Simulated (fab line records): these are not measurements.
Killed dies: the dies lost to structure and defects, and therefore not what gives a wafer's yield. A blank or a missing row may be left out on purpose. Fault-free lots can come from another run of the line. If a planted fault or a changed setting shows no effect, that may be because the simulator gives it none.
A single fault, viewed from 2 desks	flow gf180mcu	numbers are kept per desk, each desk with only its own; the story behind them comes last

== AT THE METROLOGY DESK ==
What the gauges read, lot by lot, whatever tool the lot ran on: means of the sampled wafers that have a number. A lot is out of limits, marked OUT, if its mean lies more than 4 standard deviations from the usual mean; the brackets give that distance.
Columns: A = SAB_OVL at GF_SAB_OVL_MEAS_10, usual 0.4 nm; B = cd nm at GF_CONTACT_CD_MEAS_14, usual 219.9 nm
lot	first seen here	A	B
L927	day 15 18:55	-0.3	222.1
L928	day 16 05:32	-1.8	218.1
L929	day 16 06:53	-0.6	218.6
L931	day 17 08:43	1.3	220.2
L936	day 18 22:26	0.1	219.8
L937	day 19 04:55	-0.9	213.3 (-4.1) OUT
L938	day 19 12:10	-0.6	219.9
L940	day 20 05:56	-0.1	216.6
L943	day 21 12:55	0.2	219.6
L945	day 22 02:37	1.3	221.1
L949	day 23 12:15	-0.7	222.3
L950	day 23 20:28	2.6	218.7
This desk's verdict: out of limits on L937, starting with L937 at day 20 07:07 (cd nm at GF_CONTACT_CD_MEAS_14). In limits: L927, L928, L929, L931, L936, L938, L940, L943, L945, L949, L950.

== DESK OF THE TOOL OWNER: krf scanner-02 ==
The tool's own readings at GF_CONTACT_EXPOSE_11 (exposes mask Contact, target cd 220 nm): means of the sampled wafers that have a number, for each lot that ran on this tool. A lot is out of limits, marked OUT, if its mean lies more than 4 standard deviations from the usual mean; the brackets give that distance.
Columns: A = exposure dose mJ cm2 at GF_CONTACT_EXPOSE_11, usual 37.97; B = focus offset nm at GF_CONTACT_EXPOSE_11, usual -0.2 nm
lot	first seen here	A	B
L927	day 16 07:41	37.92	-0.3
L928	day 16 18:59	37.93	-0.9
L929	day 16 20:15	37.97	0.3
L931	day 17 22:14	38.00	-0.2
L937	day 19 19:19	37.94	-0.3
L940	day 20 20:17	37.99	-0.1
This desk's verdict: no lot among the 6 shows anything out of limits.

== ALL TOGETHER ==
L937 would have let the metrology desk raise an alarm at day 20 07:07.
The desk of the tool owner found nothing out of limits.
Tool owner's desk: L937 on record, inside its limits.
All the named lots went through GF_CONTACT_EXPOSE_11 on krf scanner-02.

== WHAT WAS PUT IN BY THE SIMULATOR ==
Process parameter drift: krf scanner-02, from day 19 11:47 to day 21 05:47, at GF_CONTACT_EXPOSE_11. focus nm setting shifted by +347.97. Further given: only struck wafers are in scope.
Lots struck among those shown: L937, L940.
Hours from the fault's start to each desk's first reading out of limits: the metrology desk, 19.
